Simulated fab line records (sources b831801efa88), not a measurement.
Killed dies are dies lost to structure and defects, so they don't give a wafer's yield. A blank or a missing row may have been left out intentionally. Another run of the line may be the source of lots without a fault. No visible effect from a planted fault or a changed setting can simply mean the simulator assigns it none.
8D (eight disciplines) problem report, filled in by code + flow gf180mcu + the parts of the form that need people (team, actions taken, sign-off) are left out

1. THE ISSUE
At GF_V5_STRIP_18, n2_flow_sccm averages 240.0 sccm over 6 wafers from 2 lots, while fault-free wafers read 300.0 sccm, standard deviation 0.81. That puts it -74 standard deviations away from the usual mean.
The step: strips in O2/N2.
First observed at day 31 00:04: wafer L455.1, on plasma_asher-04. The record holds 33 wafers of 11 lots with a number at this step. Rule for "out" (also "out of limits"): further than 4 standard deviations from the usual mean. All remaining wafers that have a number are taken as sound.

2. WHAT IT IS AND WHAT IT IS NOT
| question                    | is                     | is not                                                                          |
|-----------------------------|------------------------|---------------------------------------------------------------------------------|
| which readings at this step | n2_flow_sccm           | drypump_motor_current_A, heater_power_w, platen_temp_c                          |
| which lots                  | L455, L458             | L443, L444, L445, L446, L447, L448, L461, L463, L465                            |
| which wafers of those lots  | all that have a number | -                                                                               |
| read on which tools         | plasma_asher-04        | plasma_asher-01, plasma_asher-02                                                |
| when                        | from day 31 00:04      | up to then (18 sound wafers); but 9 sound wafers of L461, L463, L465 came after |

3. WHAT RULES OUT EACH SUSPECT
Counting: a tool at any process step up to the reading remains a suspect when it ran all the lots that are out and ran no sound lot after the first of those.
- plasma_asher-04 at GF_V5_STRIP_18 (strips in O2/N2): kept. It ran every lot that is out, first L455 (day 31 00:04), and no sound lot after that. Out on those wafers are its own readings of n2_flow_sccm.
The count leaves plasma_asher-04 at GF_V5_STRIP_18.

4. THE CAUSE (what the simulator had put in)
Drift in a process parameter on plasma_asher-04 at GF_V5_STRIP_18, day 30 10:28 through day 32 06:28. Setting n2_flow_sccm shifted by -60 from 300. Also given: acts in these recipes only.
Counting left only this tool.

5. THE EFFECT CHAIN, in route order
Rows list readings where the struck wafers' mean (over those with a number) sits beyond 3 standard deviations from the usual. Only readings for which the record gives a usual standard deviation are gone through. hours: the time from each lot's start at the first step in this table that gives one to its start at this step, as a median over the lots. sigmas: the change in usual standard deviations.
| hours | step           | reading      | usual      | on struck wafers | change | sigmas |
|-------|----------------|--------------|------------|------------------|--------|--------|
| 0     | GF_V5_STRIP_18 | n2_flow_sccm | 300.0 sccm | 240.0            | -60.0  | -74    |
Its process steps:
- GF_V5_STRIP_18: strips in O2/N2.

6. HOW IT WOULD HAVE BEEN CAUGHT EARLIER
In this record the first reading out of limits was taken at day 31 00:04, 14 hours after the fault began at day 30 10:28.
